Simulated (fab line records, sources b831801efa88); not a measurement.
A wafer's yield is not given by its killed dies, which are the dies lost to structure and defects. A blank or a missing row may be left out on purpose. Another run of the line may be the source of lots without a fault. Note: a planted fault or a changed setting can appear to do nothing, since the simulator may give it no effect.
fab line records	flow sky130
record lots=5	wafers=23
route steps=708 shown VT_ADJUST_HVTP@88 VT_ADJUST_LVTN@105 VT_ADJUST_NCORE@125 VT_ADJUST_HVTR@140 VT_ADJUST_PCH@146 SONOS_TUNNEL@163 SONOS_ONO@172
start-h: hours from the record's opening day to when the first of the lot's shown wafers began	wait-h: how many hours have passed since the lot's step before this one	" the same as in the row above	L1.1+2: a row that stands for several wafers	- no value present, or no start provided	* or withheld: withheld	< > ~ a bound
route shown NAME@n: a module of which the file shows steps, and the number in the route of the first	usual: average and standard deviation across the fault-free wafers	same: alike in all rows	chamber/n: place in a boat	sites: each site's reading	_std_site: the standard deviation of these	_edge_site: mean of outer sites minus mean of inner sites	radius-mm: how far each site lies from the wafer's centre	mask NAME#n: copy n	behind: the most recent tool/chamber to have shaped the wafer	hold: why the lot was held/for how many hours/how that ended	device: whichever transistor did not switch (one of n, p or np)	end of line: the same wafers' tests at the end of the route	for a step that has no rows: nothing shown but its recipe	killed: at the first sort, the dies lost to defects and structure; wafer yield is something else	map: shows each die of a wafer: x if killed, . if not, _ if none is there
set.NAME: the run value of the setting; set.NAME@STEP: its run value at that earlier step	model.NAME: the simulator's own value behind a step, which no gauge read
lots whose settings were changed on purpose; a table a step, a row a wafer
## steps
# step SKY_VT_ADJUST_HVTP_SOFTBAKE_03
# recipe temp-c=90	time-s=60	resist=NOVOLAK
lot.wafer	tool	chamber	start-h	wait-h	set.temp-c
L075.1+3+6	litho-track-03	0	115.69	0.1	90
L075.2+5	"	0	"	"	88.41
L076.2+3	litho-track-04	0	121.60	0.1	90
L076.4+5+6	"	0	"	"	86.64
L079.3+5+6	litho-track-03	0	142.04	0.1	90
L082.1+2+4	litho-track-03	0	167.69	0.1	90
L082.3+5	"	0	"	"	86.57
L084.1+2+6	litho-track-01	0	171.48	0.1	91.3
L084.4+5	"	0	"	"	90
# step SKY_VT_ADJUST_HVTP_EXPOSE_04
# recipe mask-id=HVTPM	na=0.6	source-shape=conventional	sigma-outer=0.6	polarization=unpolarized	target-cd-nm=380	dose-mj=140
# step SKY_VT_ADJUST_HVTP_PEB_05
# recipe temp-c=withheld	time-s=*	resist=NOVOLAK
# step SKY_VT_ADJUST_HVTP_DEVELOP_06
# recipe resist=NOVOLAK	developer=TMAH	develop-time-s=57.77	dev-temp-c=23
lot.wafer	tool	chamber	start-h	wait-h	set.temp-c@VT_ADJUST_HVTP_SOFTBAKE_03	model.NOVOLAK_of_VT_ADJUST_HVTP_COAT_02.thk-nm
L075.1+3	litho-track-03	0	125.04	0.1	90	1141
L075.2	"	0	"	"	88.41	1141
L075.5	"	0	"	"	88.41	1145
L075.6	"	0	"	"	90	1138
L076.2	litho-track-03	0	130.31	0.1	90	1137
L076.3	"	0	"	"	90	1144
L076.4	"	0	"	"	86.64	1151
L076.5	"	0	"	"	86.64	1152
L076.6	"	0	"	"	86.64	1146
L079.3	litho-track-03	0	151.44	0.1	90	1140
L079.5	"	0	"	"	90	1141
L079.6	"	0	"	"	90	1138
L082.1	litho-track-04	0	177.43	0.1	90	1143
L082.2	"	0	"	"	90	1141
L082.3	"	0	"	"	86.57	1151
L082.4	"	0	"	"	90	1142
L082.5	"	0	"	"	86.57	1159
L084.1	litho-track-01	0	180.48	0.1	91.3	1135
L084.2	"	0	"	"	91.3	1132
L084.4	"	0	"	"	90	1138
L084.5	"	0	"	"	90	1141
L084.6	"	0	"	"	91.3	1137
# step SKY_VT_ADJUST_HVTP_IMPLANT_09
# recipe species=As	energy-kev=150	dose-cm2=4.3e+12	tilt-deg=withheld
lot.wafer	tool	chamber	start-h	wait-h	set.dose-cm2
L075.1+2+3+5+6	implanter-03	0	125.34	0.0	4.3e+12
L076.2+3+5	implanter-03	0	130.62	0.0	4.3e+12
L076.4+6	"	0	"	"	4.467e+12
L079.3+5+6	implanter-03	0	151.74	0.1	4.3e+12
L082.1+3	implanter-03	0	177.73	0.0	4.3e+12
L082.2+4+5	"	0	"	"	4.575e+12
L084.1+5	implanter-02	0	180.79	0.0	4.007e+12
L084.2+4+6	"	0	"	"	4.3e+12
# step SKY_VT_ADJUST_HVTP_STRIP_10
# recipe chemistry=O2/N2	power-w=1400	pressure-mtorr=1500	platen-temp-c=withheld	o2-flow-sccm=3000	n2-flow-sccm=300	overash-fraction=0.5
# step SKY_VT_ADJUST_HVTP_TW_MEAS_11
# usual VT_ADJUST_HVTP_TW=1362/11
lot.wafer	tool	chamber	start-h	wait-h	set.dose-cm2@VT_ADJUST_HVTP_IMPLANT_09	VT_ADJUST_HVTP_TW
L075.1	film-metro-04	-	125.59	0.1	4.3e+12	1353
L075.2	"	-	"	"	4.3e+12	1356
L075.3	"	-	"	"	4.3e+12	1353
L075.5	"	-	"	"	4.3e+12	1352
L075.6	"	-	"	"	4.3e+12	1347
L076.2	film-metro-04	-	130.85	0.1	4.3e+12	1357
L076.3	"	-	"	"	4.3e+12	1360
L076.4	"	-	"	"	4.467e+12	1366
L076.5	"	-	"	"	4.3e+12	1358
L076.6	"	-	"	"	4.467e+12	1373
L079.3	film-metro-03	-	151.96	0.1	4.3e+12	1379
L079.5	"	-	"	"	4.3e+12	1373
L079.6	"	-	"	"	4.3e+12	1375
L082.1	film-metro-04	-	177.98	0.1	4.3e+12	1358
L082.2	"	-	"	"	4.575e+12	1392
L082.3	"	-	"	"	4.3e+12	1365
L082.4	"	-	"	"	4.575e+12	1397
L082.5	"	-	"	"	4.575e+12	1394
L084.1	film-metro-02	-	181.04	0.1	4.007e+12	1315
L084.2	"	-	"	"	4.3e+12	1348
L084.4	"	-	"	"	4.3e+12	1350
L084.5	"	-	"	"	4.007e+12	1315
L084.6	"	-	"	"	4.3e+12	1356
# step SKY_VT_ADJUST_LVTN_IMPLANT_08
# recipe species=B	energy-kev=30	dose-cm2=1.57e+12	tilt-deg=withheld
lot.wafer	tool	chamber	start-h	wait-h	set.dose-cm2
L075.1+2+3	implanter-04	0	144.62	0.0	1.643e+12
L075.5+6	"	0	"	"	1.57e+12
L076.2+3+4+5+6	implanter-01	0	150.10	0.0	1.57e+12
L079.3+5+6	implanter-04	0	171.12	0.1	1.57e+12
L082.1+2+3	implanter-04	0	198.65	0.0	1.57e+12
L082.4+5	"	0	"	"	1.493e+12
L084.1+2	implanter-01	0	201.90	0.0	1.57e+12
L084.4+5+6	"	0	"	"	1.622e+12
# step SKY_VT_ADJUST_LVTN_STRIP_09
# recipe chemistry=O2/N2	power-w=1400	pressure-mtorr=1500	platen-temp-c=withheld	o2-flow-sccm=3000	n2-flow-sccm=300	overash-fraction=0.5
# step SKY_VT_ADJUST_LVTN_TW_MEAS_10
# usual VT_ADJUST_LVTN_TW=243.5/1.6
lot.wafer	tool	chamber	start-h	wait-h	set.dose-cm2@VT_ADJUST_LVTN_IMPLANT_08	VT_ADJUST_LVTN_TW
L075.1	film-metro-03	-	144.87	0.1	1.643e+12	247.3
L075.2	"	-	"	"	1.643e+12	247.3
L075.3	"	-	"	"	1.643e+12	246.9
L075.5	"	-	"	"	1.57e+12	242.1
L075.6	"	-	"	"	1.57e+12	242.5
L076.2	film-metro-03	-	150.33	0.1	1.57e+12	244.8
L076.3	"	-	"	"	1.57e+12	243.5
L076.4	"	-	"	"	1.57e+12	242.6
L076.5	"	-	"	"	1.57e+12	242.8
L076.6	"	-	"	"	1.57e+12	244.2
L079.3	film-metro-04	-	171.34	0.1	1.57e+12	241.5
L079.5	"	-	"	"	1.57e+12	243.2
L079.6	"	-	"	"	1.57e+12	242.2
L082.1	film-metro-01	-	198.90	0.1	1.57e+12	240.1
L082.2	"	-	"	"	1.57e+12	242.0
L082.3	"	-	"	"	1.57e+12	241.4
L082.4	"	-	"	"	1.493e+12	237.0
L082.5	"	-	"	"	1.493e+12	237.7
L084.1	film-metro-03	-	202.15	0.1	1.57e+12	245.2
L084.2	"	-	"	"	1.57e+12	245.0
L084.4	"	-	"	"	1.622e+12	247.0
L084.5	"	-	"	"	1.622e+12	247.0
L084.6	"	-	"	"	1.622e+12	247.1
# step SKY_VT_ADJUST_LVTN_IMPLANT_19
# recipe species=B	energy-kev=30	dose-cm2=6.5e+11	tilt-deg=withheld
lot.wafer	tool	chamber	start-h	wait-h	set.energy-kev	model.implant.drp-nm	model.implant.rp-nm
L075.1+3+5	implanter-01	0	164.10	0.0	30	42.97	98.98
L075.2+6	"	0	"	"	31.15	44.16	102.7
L076.2+5	implanter-01	0	169.67	0.0	31.21	44.22	104.1
L076.3+4+6	"	0	"	"	30	42.97	100.1
L079.3+5+6	implanter-02	0	191.22	0.1	30	42.97	98.06
L082.1+5	implanter-04	0	220.27	0.0	30	42.97	99.92
L082.2+3+4	"	0	"	"	28.4	40.98	94.72
L084.1+2+4+5+6	implanter-04	0	223.32	0.0	30	42.97	99.79
# step SKY_VT_ADJUST_NCORE_DEVELOP_06
# recipe resist=NOVOLAK	developer=TMAH	develop-time-s=60	dev-temp-c=23
lot.wafer	tool	chamber	start-h	wait-h	set.develop-time-s
L075.1+2+5	litho-track-04	0	184.13	0.1	65.57
L075.3+6	"	0	"	"	60
L076.2+4	litho-track-02	0	188.99	0.1	60
L076.3+5+6	"	0	"	"	64.06
L079.3+5+6	litho-track-02	0	212.16	0.1	60
L082.1+2+3+4+5	litho-track-02	0	243.46	0.1	60
L084.1+2+4+5+6	litho-track-02	0	246.16	0.1	60
# step SKY_VT_ADJUST_NCORE_CD_MEAS_07
# recipe target-cd-nm=380
# usual cd-nm=380/3.3
lot.wafer	tool	chamber	start-h	wait-h	set.develop-time-s@VT_ADJUST_NCORE_DEVELOP_06	cd-nm
L075.1	cd-sem-02	-	184.28	0.1	65.57	388
L075.2	"	-	"	"	65.57	387
L075.3	"	-	"	"	60	377
L075.5	"	-	"	"	65.57	387
L075.6	"	-	"	"	60	375
L076.2	cd-sem-01	-	189.13	0.1	60	384
L076.3	"	-	"	"	64.06	395
L076.4	"	-	"	"	60	387
L076.5	"	-	"	"	64.06	395
L076.6	"	-	"	"	64.06	395
L079.3	cd-sem-01	-	212.31	0.1	60	383
L079.5	"	-	"	"	60	382
L079.6	"	-	"	"	60	382
L082.1	cd-sem-01	-	243.61	0.1	60	377
L082.2	"	-	"	"	60	378
L082.3	"	-	"	"	60	379
L082.4	"	-	"	"	60	379
L082.5	"	-	"	"	60	377
L084.1	cd-sem-02	-	246.31	0.1	60	378
L084.2	"	-	"	"	60	377
L084.4	"	-	"	"	60	377
L084.5	"	-	"	"	60	379
L084.6	"	-	"	"	60	378
# step SKY_VT_ADJUST_HVTR_IMPLANT_09
# recipe species=B	energy-kev=10	dose-cm2=2.1e+12	tilt-deg=withheld
lot.wafer	tool	chamber	start-h	wait-h	set.dose-cm2
L075.1+3	implanter-04	0	206.52	0.0	2.198e+12
L075.2+5+6	"	0	"	"	2.1e+12
L076.2+6	implanter-01	0	209.98	0.0	2.1e+12
L076.3+4+5	"	0	"	"	2.216e+12
L079.3+5+6	implanter-03	0	235.04	0.1	2.1e+12
L082.1+2+5	implanter-01	0	266.19	0.0	2.1e+12
L082.3+4	"	0	"	"	2.241e+12
L084.1+2+4+5+6	implanter-01	0	268.03	0.0	2.1e+12
# step SKY_VT_ADJUST_HVTR_STRIP_10
# recipe chemistry=O2/N2	power-w=1400	pressure-mtorr=1500	platen-temp-c=withheld	o2-flow-sccm=3000	n2-flow-sccm=300	overash-fraction=0.5
# step SKY_VT_ADJUST_HVTR_TW_MEAS_11
# usual VT_ADJUST_HVTR_TW=211.3/1.1
lot.wafer	tool	chamber	start-h	wait-h	set.dose-cm2@VT_ADJUST_HVTR_IMPLANT_09	VT_ADJUST_HVTR_TW
L075.1	film-metro-01	-	206.77	0.1	2.198e+12	213.1
L075.2	"	-	"	"	2.1e+12	212.7
L075.3	"	-	"	"	2.198e+12	215.1
L075.5	"	-	"	"	2.1e+12	212.5
L075.6	"	-	"	"	2.1e+12	212.3
L076.2	film-metro-04	-	210.21	0.1	2.1e+12	209.3
L076.3	"	-	"	"	2.216e+12	212.3
L076.4	"	-	"	"	2.216e+12	212.9
L076.5	"	-	"	"	2.216e+12	213.2
L076.6	"	-	"	"	2.1e+12	209.6
L079.3	film-metro-04	-	235.26	0.1	2.1e+12	213.6
L079.5	"	-	"	"	2.1e+12	211.7
L079.6	"	-	"	"	2.1e+12	212.4
L082.1	film-metro-02	-	266.46	0.1	2.1e+12	210.8
L082.2	"	-	"	"	2.1e+12	210.6
L082.3	"	-	"	"	2.241e+12	214.3
L082.4	"	-	"	"	2.241e+12	215.0
L082.5	"	-	"	"	2.1e+12	210.5
L084.1	film-metro-04	-	268.28	0.1	2.1e+12	212.0
L084.2	"	-	"	"	2.1e+12	212.0
L084.4	"	-	"	"	2.1e+12	211.3
L084.5	"	-	"	"	2.1e+12	212.1
L084.6	"	-	"	"	2.1e+12	211.9
# step SKY_VT_ADJUST_PCH_SOFTBAKE_03
# recipe temp-c=110	time-s=withheld
lot.wafer	tool	chamber	start-h	wait-h	set.temp-c
L075.1+5+6	litho-track-01	0	216.88	0.1	106.8
L075.2+3	"	0	"	"	110
L076.2+4+6	litho-track-01	0	221.01	0.1	111.2
L076.3+5	"	0	"	"	110
L079.3+5+6	litho-track-04	0	246.84	0.1	110
L082.1+3+5	litho-track-03	0	275.94	0.1	110
L082.2+4	"	0	"	"	107.8
L084.1+2+4	litho-track-01	0	278.08	0.1	110
L084.5+6	"	0	"	"	111.6
# step SKY_VT_ADJUST_PCH_EXPOSE_04
# recipe mask-id=NWM	na=0.6	source-shape=conventional	sigma-outer=0.6	polarization=unpolarized	target-cd-nm=840	dose-mj=255
# step SKY_VT_ADJUST_PCH_PEB_05
# recipe temp-c=115	time-s=withheld
# step SKY_VT_ADJUST_PCH_DEVELOP_06
# recipe wall-angle-deg=90	developer=TMAH	develop-time-s=60	dev-temp-c=23
lot.wafer	tool	chamber	start-h	wait-h	set.temp-c@VT_ADJUST_PCH_SOFTBAKE_03	model.coat_of_VT_ADJUST_PCH_COAT_02.thk-nm
L075.1	litho-track-01	0	-	-	106.8	3028
L075.2+3	"	0	"	"	110	2999
L075.5	"	0	"	"	106.8	3032
L075.6	"	0	"	"	106.8	3029
L076.2	litho-track-03	0	-	-	111.2	2972
L076.3+5	"	0	"	"	110	2984
L076.4+6	"	0	"	"	111.2	2983
L079.3	litho-track-01	0	-	-	110	3000
L079.5	"	0	"	"	110	2990
L079.6	"	0	"	"	110	3002
L082.1	litho-track-04	0	-	-	110	3006
L082.2	"	0	"	"	107.8	3034
L082.3	"	0	"	"	110	2997
L082.4	"	0	"	"	107.8	3031
L082.5	"	0	"	"	110	3011
L084.1	litho-track-04	0	-	-	110	2980
L084.2	"	0	"	"	110	2983
L084.4	"	0	"	"	110	2979
L084.5	"	0	"	"	111.6	2962
L084.6	"	0	"	"	111.6	2970
# step SKY_VT_ADJUST_PCH_IMPLANT_08
# recipe species=B	energy-kev=10	dose-cm2=5e+11	tilt-deg=withheld
lot.wafer	tool	chamber	start-h	wait-h	set.dose-cm2
L075.1+2	implanter-02	0	227.77	0.0	5e+11
L075.3+5+6	"	0	"	"	4.759e+11
L076.2+4+5	implanter-03	0	232.65	0.0	5e+11
L076.3+6	"	0	"	"	5.105e+11
L079.3+5+6	implanter-01	0	258.02	0.1	5e+11
L082.1+2+3+4+5	implanter-01	0	286.26	0.0	5e+11
L084.1+2+4+5+6	implanter-03	0	288.16	0.0	5e+11
# step SKY_VT_ADJUST_PCH_STRIP_09
# recipe chemistry=O2/N2	power-w=1400	pressure-mtorr=1500	platen-temp-c=withheld	o2-flow-sccm=3000	n2-flow-sccm=300	overash-fraction=0.5
# usual strip-time-to-endpoint-s=36.91/0.11
lot.wafer	tool	chamber	start-h	wait-h	set.temp-c@VT_ADJUST_PCH_SOFTBAKE_03	strip-time-to-endpoint-s
L075.1	plasma-asher-03	0	227.92	0.1	106.8	37.30
L075.2	"	1	"	"	110	36.95
L075.3	"	0	"	"	110	36.95
L075.5	"	0	"	"	106.8	37.34
L075.6	"	1	"	"	106.8	37.31
L076.2	plasma-asher-03	1	232.77	0.1	111.2	36.64
L076.3	"	1	"	"	110	36.79
L076.4	"	0	"	"	111.2	36.74
L076.5	"	0	"	"	110	36.76
L076.6	"	1	"	"	111.2	36.77
L079.3	plasma-asher-04	1	258.15	0.1	110	36.98
L079.5	"	1	"	"	110	36.85
L079.6	"	0	"	"	110	36.97
L082.1	plasma-asher-01	0	286.41	0.1	110	37.02
L082.2	"	1	"	"	107.8	37.37
L082.3	"	1	"	"	110	36.92
L082.4	"	0	"	"	107.8	37.35
L082.5	"	0	"	"	110	37.10
L084.1	plasma-asher-03	0	288.31	0.1	110	36.71
L084.2	"	1	"	"	110	36.74
L084.4	"	1	"	"	110	36.72
L084.5	"	0	"	"	111.6	36.52
L084.6	"	1	"	"	111.6	36.61
# step SKY_SONOS_TUNNEL_IMPLANT_09
# recipe species=B	energy-kev=20	dose-cm2=1e+12	tilt-deg=withheld
lot.wafer	tool	chamber	start-h	wait-h	set.energy-kev	model.implant.rp-nm	model.implant.drp-nm
L075.1+2+3	implanter-02	0	251.19	0.0	20	66.83	28.34
L075.5+6	"	0	"	"	21.13	70.56	29.63
L076.2+3+5	implanter-04	0	256.32	0.0	20.54	68	28.91
L076.4+6	"	0	"	"	20	66.23	28.34
L079.3+5+6	implanter-02	0	278.79	0.1	20	66.36	28.34
L082.1+4	implanter-02	0	312.15	0.0	20	66.19	28.34
L082.2+3+5	"	0	"	"	20.84	68.94	29.26
L084.1+6	implanter-04	0	314.43	0.0	19.65	65.12	27.99
L084.2+4+5	"	0	"	"	20	66.27	28.34
# step SKY_SONOS_ONO_CVD_04
# recipe material=SiO2	precursor=SiH4/N2O	target-thk-nm=5.7199	temp-c=900	pressure-mtorr=400
lot.wafer	tool	chamber	start-h	wait-h	set.pressure-mtorr	model.SiO2_of_SONOS_ONO_CVD_04.thk-nm
L075.1	-	-	-	0.1	362	5.65
L075.2	"	-	"	"	362	5.69
L075.3	"	-	"	"	362	5.673
L075.5	"	-	"	"	362	5.691
L075.6	"	-	"	"	362	5.634
L076.2	-	-	-	1.2	400	5.852
L076.3	"	-	"	"	400	5.901
L076.4	"	-	"	"	400	5.878
L076.5	"	-	"	"	400	5.97
L076.6	"	-	"	"	400	5.902
L079.3	lpcvd-03	0	289.62	1.2	400	5.845
L079.5	"	0	"	"	400	5.859
L079.6	"	0	"	"	400	5.918
L082.1	-	-	-	0.1	428.1	6.021
L082.2	"	-	"	"	428.1	5.903
L082.3	"	-	"	"	428.1	6.015
L082.4	"	-	"	"	428.1	5.952
L082.5	"	-	"	"	428.1	5.953
L084.1	-	-	-	0.1	400	5.746
L084.2	"	-	"	"	400	5.762
L084.4	"	-	"	"	400	5.682
L084.5	"	-	"	"	400	5.817
L084.6	"	-	"	"	400	5.805
# step SKY_SONOS_ONO_EXPOSE_10
# recipe mask-id=ONOM	target-cd-nm=410	na=0.6	source-shape=conventional	sigma-outer=0.6	dose-mj=150
lot.wafer	tool	chamber	start-h	wait-h	mask	set.dose-mj
L075.1+3+5	iline-stepper-01	0	-	-	ONOM#0	156.9
L075.2+6	"	0	"	"	ONOM#0	150
L076.2+5	iline-stepper-01	0	-	-	ONOM#0	154.6
L076.3+4+6	"	0	"	"	ONOM#0	150
L079.3+5+6	iline-stepper-02	0	-	-	ONOM#0	150
L082.1+2+3+4+5	iline-stepper-01	0	-	-	ONOM#0	150
L084.1+2+6	iline-stepper-01	0	-	-	ONOM#0	144.2
L084.4+5	"	0	"	"	ONOM#0	150
# step SKY_SONOS_ONO_PEB_11
# recipe temp-c=withheld	time-s=*	resist=NOVOLAK
# step SKY_SONOS_ONO_DEVELOP_12
# recipe develop-time-s=60	dev-temp-c=23
# step SKY_SONOS_ONO_CD_MEAS_13
# recipe target-cd-nm=410
# usual cd-nm=409.9/2.4
lot.wafer	tool	chamber	start-h	wait-h	set.dose-mj@SONOS_ONO_EXPOSE_10	cd-nm
L075.1	cd-sem-01	-	316.54	0.1	156.9	394.5
L075.2	"	-	"	"	150	407.3
L075.3	"	-	"	"	156.9	393.1
L075.5	"	-	"	"	156.9	395.0
L075.6	"	-	"	"	150	407.2
L076.2	cd-sem-01	-	317.18	0.1	154.6	404.9
L076.3	"	-	"	"	150	412.3
L076.4	"	-	"	"	150	412.4
L076.5	"	-	"	"	154.6	402.8
L076.6	"	-	"	"	150	413.0
L079.3	cd-sem-02	-	317.95	0.3	150	413.3
L079.5	"	-	"	"	150	410.4
L079.6	"	-	"	"	150	412.6
L082.1	cd-sem-01	-	343.01	0.1	150	409.2
L082.2	"	-	"	"	150	411.4
L082.3	"	-	"	"	150	409.9
L082.4	"	-	"	"	150	409.9
L082.5	"	-	"	"	150	409.6
L084.1	cd-sem-02	-	345.78	0.1	144.2	423.5
L084.2	"	-	"	"	144.2	422.3
L084.4	"	-	"	"	150	412.1
L084.5	"	-	"	"	150	410.6
L084.6	"	-	"	"	144.2	423.5
# step SKY_SONOS_ONO_ETCH_15
# recipe target-depth-nm=19.52	chemistry=CHF3/O2	source-w=600	bias-w=200	pressure-mtorr=40	chf3-flow-sccm=50	O2_flow_sccm=5	time-s=7.8
lot.wafer	tool	chamber	start-h	wait-h	set.bias-w	set.dose-mj@SONOS_ONO_EXPOSE_10	model.SONOS_ONO.cd-nm
L075.1	rie-diel-04	3	316.69	0.0	211.5	156.9	394.4
L075.2	"	2	"	"	211.5	150	407.3
L075.3	"	0	"	"	200	156.9	393.1
L075.5	"	0	"	"	200	156.9	394.7
L075.6	"	3	"	"	211.5	150	407.2
L076.2	rie-diel-01	3	317.32	0.0	200	154.6	404.4
L076.3	"	0	"	"	200	150	412.2
L076.4	"	0	"	"	200	150	412.3
L076.5	"	2	"	"	200	154.6	402.7
L076.6	"	3	"	"	200	150	412.7
L079.3	rie-diel-01	0	318.07	0.0	200	150	413.5
L079.5	"	3	"	"	200	150	410.6
L079.6	"	2	"	"	200	150	412.7
L082.1	rie-diel-03	0	343.17	0.0	200	150	409.7
L082.2	"	3	"	"	215.1	150	411.8
L082.3	"	1	"	"	215.1	150	409.9
L082.4	"	2	"	"	200	150	410
L082.5	"	3	"	"	200	150	410.3
L084.1	rie-diel-03	3	345.93	0.0	181.4	144.2	423.8
L084.2	"	2	"	"	200	144.2	422.1
L084.4	"	0	"	"	200	150	412.1
L084.5	"	2	"	"	181.4	150	410.9
L084.6	"	3	"	"	181.4	144.2	423.7
## key
split step=SKY_VT_ADJUST_HVTP_SOFTBAKE_03	setting=temp-c	stated=90	by=wafer
response step=SKY_VT_ADJUST_HVTP_DEVELOP_06	reading=model.NOVOLAK_of_VT_ADJUST_HVTP_COAT_02.thk-nm	change=-2.79	per=1%	r=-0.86
split step=SKY_VT_ADJUST_HVTP_IMPLANT_09	setting=dose-cm2	stated=4.3e+12	by=wafer
response step=SKY_VT_ADJUST_HVTP_TW_MEAS_11	reading=VT_ADJUST_HVTP_TW	change=+4.88	per=1%	r=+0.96
split step=SKY_VT_ADJUST_LVTN_IMPLANT_08	setting=dose-cm2	stated=1.57e+12	by=wafer
response step=SKY_VT_ADJUST_LVTN_TW_MEAS_10	reading=VT_ADJUST_LVTN_TW	change=+0.848	per=1%	r=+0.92
split step=SKY_VT_ADJUST_LVTN_IMPLANT_19	setting=energy-kev	stated=30	by=wafer
response step=SKY_VT_ADJUST_LVTN_IMPLANT_19	reading=model.implant.drp-nm	change=+0.34	per=1%	r=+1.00
response step=SKY_VT_ADJUST_LVTN_IMPLANT_19	reading=model.implant.rp-nm	change=+0.971	per=1%	r=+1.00
split step=SKY_VT_ADJUST_NCORE_DEVELOP_06	setting=develop-time-s	stated=60	by=wafer
response step=SKY_VT_ADJUST_NCORE_CD_MEAS_07	reading=cd-nm	change=+1.28	per=1%	r=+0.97
split step=SKY_VT_ADJUST_HVTR_IMPLANT_09	setting=dose-cm2	stated=2.1e+12	by=wafer
response step=SKY_VT_ADJUST_HVTR_TW_MEAS_11	reading=VT_ADJUST_HVTR_TW	change=+0.547	per=1%	r=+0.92
split step=SKY_VT_ADJUST_PCH_SOFTBAKE_03	setting=temp-c	stated=110	by=wafer
response step=SKY_VT_ADJUST_PCH_DEVELOP_06	reading=model.coat_of_VT_ADJUST_PCH_COAT_02.thk-nm	change=-10.9	per=1%	r=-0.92
response step=SKY_VT_ADJUST_PCH_STRIP_09	reading=strip-time-to-endpoint-s	change=*	per=1%	r=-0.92
split step=SKY_VT_ADJUST_PCH_IMPLANT_08	setting=dose-cm2	stated=5e+11	by=wafer
response none clear
split step=SKY_SONOS_TUNNEL_IMPLANT_09	setting=energy-kev	stated=20	by=wafer
response step=SKY_SONOS_TUNNEL_IMPLANT_09	reading=model.implant.rp-nm	change=+0.658	per=1%	r=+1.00
response step=SKY_SONOS_TUNNEL_IMPLANT_09	reading=model.implant.drp-nm	change=+0.223	per=1%	r=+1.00
split step=SKY_SONOS_ONO_CVD_04	setting=pressure-mtorr	stated=400	by=lot
response step=SKY_SONOS_ONO_CVD_04	reading=model.SiO2_of_SONOS_ONO_CVD_04.thk-nm	change=+0.0183	per=1%	r=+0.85
split step=SKY_SONOS_ONO_EXPOSE_10	setting=dose-mj	stated=150	by=wafer
response step=SKY_SONOS_ONO_CD_MEAS_13	reading=cd-nm	change=-2.9	per=1%	r=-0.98
response step=SKY_SONOS_ONO_ETCH_15	reading=model.SONOS_ONO.cd-nm	change=-2.92	per=1%	r=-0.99
split step=SKY_SONOS_ONO_ETCH_15	setting=bias-w	stated=200	by=wafer
response none clear
